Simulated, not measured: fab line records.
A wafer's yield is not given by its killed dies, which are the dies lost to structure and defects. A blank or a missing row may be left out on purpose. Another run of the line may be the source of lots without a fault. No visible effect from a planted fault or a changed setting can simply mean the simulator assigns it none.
A struck lot beside a sound one + flow sky130 + 16 out of 708 route steps
Sound: wafers L879.3, L879.5, L879.6. Struck: wafer L882.1 (left out: L882.2, L882.3 of the same lot, which were not struck); the cause appears at the end.
Order at every step that has rows: each side's tool, ch and its chambers, its first start. Under that, the readings that differ: sound wafers + struck wafers + difference of the means + sigmas: that difference in standard deviations of wafers without a fault.
alike: readings with means less than 2 such deviations apart, plus words and numbers identical on both sides. not compared: withheld readings, readings lacking a value on some wafer, bounds such as >300 that could conceal the same value, and numbers that have no deviation in the record and whose values overlap.
The two part at a step that has a row with sigmas, a row that says differs or no value, or rows on one side only. Non-overlapping numbers with no deviation appear without sigmas and do not part them. A reading missing from all wafers of one side parts the sides only when that side holds two or more wafers.

SKY_SD_N_OVL_MEAS_08:
  struck on overlay-02, day 32 17:30; sound on overlay-02, day 29 16:47
  alike: SD_N_OVL
then, 2 steps without rows for these wafers: SKY_SD_N_IMPLANT_09; SKY_SD_N_IMPLANT_10.
SKY_SD_N_STRIP_11: strips in O2/N2.
  sound on plasmaAsher-04 ch 0,1, day 29 17:08; struck on plasmaAsher-04 ch 0, day 32 17:50
| reading             | sound | struck | difference                   | sigmas |
|---------------------|-------|--------|------------------------------|--------|
| rfHoursCounterH (h) | - - - | 99     | no value on the sound wafers |        |
  alike: drypumpMotorCurrentA, oesProductAu, stripTimeToEndpointS
SKY_SD_N_TW_MEAS_12:
  struck on filmMetro-02, day 32 17:56; sound on filmMetro-02, day 29 17:14
  alike: SD_N_TW
then, 1 step without rows for these wafers: SKY_SD_N_CLEAN_13 (cleans in SC1/SC2, time 150 s).
SKY_SD_N_RTA_14: time 2 s.
  sound on rtpAnneal-02 ch 0, day 29 17:23; struck on rtpAnneal-02 ch 0, day 32 18:03
  alike: lampPowerPct, wafer_temp_C_max
SKY_SD_N_RS_MEAS_16: a four-point-probe measurement.
  struck on filmMetro-04, day 32 18:17; sound on filmMetro-02, day 29 17:35
  alike: SD_N_RS
SKY_SD_N_RS_MEAS_17: a four-point-probe measurement.
  struck on filmMetro-04, day 32 18:24; sound on filmMetro-02, day 29 17:42
  alike: SD_P_RS
SKY_SD_N_RS_MEAS_18: a four-point-probe measurement.
  struck on filmMetro-04, day 32 18:31; sound on filmMetro-02, day 29 17:49
  alike: RES_XHIGH_RS
then, 1 step without rows for these wafers: SKY_SALICIDE_CLEAN_00 (cleans in HF-last, time 30 s).
SKY_LI_CONTACT_HDPCVD_00: deposits PSG, target thk 930 nm, time 155 s.
  sound on hdpcvd-02 ch 0,2, day 29 17:55; struck on hdpcvd-01 ch 0, day 32 18:39
| reading                                      | sound             | struck | difference | sigmas      |
|----------------------------------------------|-------------------|--------|------------|-------------|
| runLengthS (s)                               | 182.8 182.0 183.4 | 276.4  | +93.7      | +99 or more |
| model.PSG_of_LI_CONTACT_HDPCVD_00.thkNm (nm) | 941 930.4 901.6   | 1479   | +555       |             |
SKY_LI_CONTACT_THK_MEAS_01:
  struck on filmMetro-04, day 32 18:59; sound on filmMetro-03, day 29 18:05
| reading                    | sound       | struck | difference | sigmas |
|----------------------------|-------------|--------|------------|--------|
| LI_CONTACT_HDPCVD_THK (nm) | 941 930 903 | 1479   | +554       | +35    |
  not compared: hold
SKY_LI_CONTACT_CMP_02: polishes PSG.
  sound on cmp-02 ch 0,1,2, day 29 18:16; struck on cmp-01 ch 0, day 32 21:20
| reading             | sound    | struck                  | difference                   | sigmas |
|---------------------|----------|-------------------------|------------------------------|--------|
| hold                | - - -    | awaitDispo/2.2h/release | no value on the sound wafers |        |
| timeToEndpointS (s) | 36 39 33 | 87                      | +51                          | +12    |
  alike: motorCurrentA
SKY_LI_CONTACT_BOW_MEAS_03:
  struck on filmMetro-04, day 32 21:37; sound on filmMetro-03, day 29 18:28
  alike: LI_CONTACT_BOW
SKY_PAD_OPEN_PROBE_99:
  rows exist in the record for the sound wafers here (prober-02, day 47 03:01), none for the struck ones

== WHERE THEY PART ==
First at SKY_SD_N_STRIP_11; last, within this record, at SKY_PAD_OPEN_PROBE_99.

WHY: what the simulator had put in
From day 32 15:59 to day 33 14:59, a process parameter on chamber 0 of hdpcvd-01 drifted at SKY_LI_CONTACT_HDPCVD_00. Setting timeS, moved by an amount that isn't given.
